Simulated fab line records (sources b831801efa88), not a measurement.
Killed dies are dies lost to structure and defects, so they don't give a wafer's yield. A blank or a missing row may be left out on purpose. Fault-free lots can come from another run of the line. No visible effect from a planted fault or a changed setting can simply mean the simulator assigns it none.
Problem report in the 8D (eight disciplines) form, filled by code :: flow gf180mcu :: the parts of the form that need people (team, actions taken, sign-off) are left out

1. PROBLEM STATEMENT
Across 6 wafers from 2 lots, NSD_RS at GF_PSD_RS_MEAS_14 averages 44.78 ohm/sq, while fault-free wafers read 46.12 ohm/sq with a standard deviation of 0.1. That is -13 standard deviations from the usual mean.
The step: measures by four-point-probe.
First seen on wafer L290.1, day 17 08:10, on filmMetro-01. The record has a number at this step for 36 wafers belonging to 12 lots. The rule behind "out" and "out of limits": a value lying over 4 standard deviations away from the usual mean. The other wafers with a number count as sound.

2. WHAT IT IS, AND WHAT IT ISN'T
question: which readings at this step
is: NSD_RS
is not: -

question: which lots
is: L290, L292
is not: L282, L283, L284, L295, L298, L299, L300, L303, L304, L305

question: which wafers of those lots
is: all that have a number
is not: -

question: read on which gauges
is: filmMetro-01, filmMetro-03
is not: filmMetro-02

question: when
is: from day 17 08:10
is not: up to then (9 sound wafers); but 21 sound wafers of L295, L298, L299, L300, L303, L304, L305 came after

3. WHAT RULES OUT EACH SUSPECT
Counting: a tool at a process step up to the reading stays a suspect if it ran every lot that is out and no sound lot after the first of them.
- ruled out: the gauge at GF_PSD_RS_MEAS_14. Those wafers that are out were read across 2 gauges (filmMetro-01, filmMetro-03).
- implanter-04 at GF_NSD_IMPLANT_09: kept. It processed each lot that is out, first L290 at day 16 09:04, and no sound lot thereafter; up to then, the last sound lot it processed was L284 at day 14 01:17. On those wafers its own readings are out: doseIonsCm2.
Left after counting: implanter-04 at GF_NSD_IMPLANT_09.

4. THE CAUSE (what the simulator had put in)
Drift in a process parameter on implanter-04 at GF_NSD_IMPLANT_09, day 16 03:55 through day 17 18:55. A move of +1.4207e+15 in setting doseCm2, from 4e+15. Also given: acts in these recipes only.
Only this tool survived the counting.

5. THE EFFECT CHAIN, in route order
Each row: a reading where the mean over the struck wafers with a number is more than 3 standard deviations away from the usual. Only readings for which the record gives a usual standard deviation are gone through. hours: the time from each lot's start at the first step in this table that gives one to its start at this step, as a median over the lots. sigmas: the change in usual standard deviations.
hours: 0
step: GF_NSD_IMPLANT_09
reading: beamOnS
usual: 16.6 s
on struck wafers: 20.1
change: +3.5
sigmas: +3.2

hours: 0
step: GF_NSD_IMPLANT_09
reading: doseIonsCm2
usual: 4e+15
on struck wafers: 5e+15
change: +1e+15
sigmas: +99 or more

hours: 0
step: GF_NSD_STRIP_11
reading: stripTimeToEndpointS
usual: 22.97 s
on struck wafers: 23.80
change: +0.84
sigmas: +20

hours: 23
step: GF_PSD_RS_MEAS_14
reading: NSD_RS
usual: 46.12 ohm/sq
on struck wafers: 44.78
change: -1.34
sigmas: -13
Here are the process steps it includes:
- GF_NSD_IMPLANT_09
- GF_NSD_STRIP_11: strips in O2/N2.

6. HOW IT WOULD HAVE BEEN CAUGHT EARLIER
28 hours passed between the start of the fault at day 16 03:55 and the first reading out of limits at a measuring or inspecting step in this record, taken at day 17 08:10.
At GF_NSD_IMPLANT_09, the tool's own readings (doseIonsCm2) were out on each struck wafer the step has a row for, so an alarm limit on them would have fired on the first such wafer.
Lots out: 2; all had begun GF_NSD_IMPLANT_09 on implanter-04 by day 17 08:10. A hold on the tool at that time would have spared none of them.
